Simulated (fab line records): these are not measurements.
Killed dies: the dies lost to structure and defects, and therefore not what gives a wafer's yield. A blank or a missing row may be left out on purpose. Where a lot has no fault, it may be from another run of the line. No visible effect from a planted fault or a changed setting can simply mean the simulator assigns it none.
The same fault as seen by 2 desks    flow gf180mcu    every desk sees just its own numbers, and what lay behind them comes last
Where a reading is given only as a bound, like >300, the bound stands for it, and a mean or a difference that rests on one is marked > or <: the true number lies beyond.

== THE METROLOGY DESK ==
What the gauges read for every lot (on any tool): the sampled wafers with a number, averaged. If a lot's mean is further than 4 standard deviations from the usual mean, the lot is out of limits and carries the mark OUT (the distance appears in the brackets).
Columns: A = V5_BOW at GF_V5_BOW_MEAS_05, usual 134 um; B = V5_W_RS at GF_V5_RS_MEAS_24, usual 0.328 ohm/sq; C = V5_W_THK at GF_V5_THK_MEAS_25, usual 346 nm
lot   first seen here  A    B                         C
L451  day 26 08:45     128  0.326                     350
L454  day 27 10:18     129  0.327                     347
L456  day 28 00:45     119  0.332                     340
L460  day 29 08:32     135  43.839 (+99 or more) OUT  <0 (<-69) OUT
L461  day 29 11:46     140  44.605 (+99 or more) OUT  <0 (<-69) OUT
L465  day 30 16:06     147  0.328                     346
L468  day 31 13:56     129  0.323                     356
L470  day 31 21:11     139  0.325                     347
L471  day 32 05:19     141  0.326                     347
L472  day 32 09:59     125  0.327                     346
L473  day 32 14:50     143  0.328                     353
L474  day 32 21:46     143  0.329                     352
This desk reports L460, L461 out of limits; the earliest was L460 at day 30 04:18 (V5_W_RS at GF_V5_RS_MEAS_24). L451, L454, L456, L465, L468, L470, L471, L472, L473, L474 stayed within limits.

== AT THE TOOL OWNER'S DESK: cvd w-01 ==
The tool's own readings at GF_V5_CVD_23 (deposits W, target thk 350 nm, time 104.9 s): means of the sampled wafers that have a number, for each lot that ran on this tool. If a lot's mean is further than 4 standard deviations from the usual mean, the lot is out of limits and carries the mark OUT (the distance appears in the brackets).
Columns: A = chamber pressure Torr at GF_V5_CVD_23, usual 40.00 Torr; B = heater power outer w at GF_V5_CVD_23, usual 576 W; C = heater power w at GF_V5_CVD_23, usual 927 W
lot   first seen here  A      B    C
L451  day 27 05:22     40.06  502  825
L465  day 31 10:54     39.99  554  881
L468  day 32 07:13     40.08  587  921
L472  day 33 02:40     40.13  601  930
L474  day 33 14:24     40.03  541  860
This desk's verdict: no lot among the 5 shows anything out of limits.

== TAKEN TOGETHER ==
On L460, L461, the metrology desk was in a position to raise an alarm at day 30 04:18.
Nothing out of limits was seen by the tool owner's desk.
The tool owner's desk has no number on record for L460, L461.
The lots listed all ran GF_V5_CVD_23 on cvd w-01.

== WHAT THE SIMULATOR HAD PUT IN ==
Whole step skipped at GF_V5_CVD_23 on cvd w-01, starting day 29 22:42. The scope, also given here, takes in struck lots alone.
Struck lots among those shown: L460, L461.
Per desk, hours elapsed from the start of the fault to the first reading out of limits: for the metrology desk, 6.
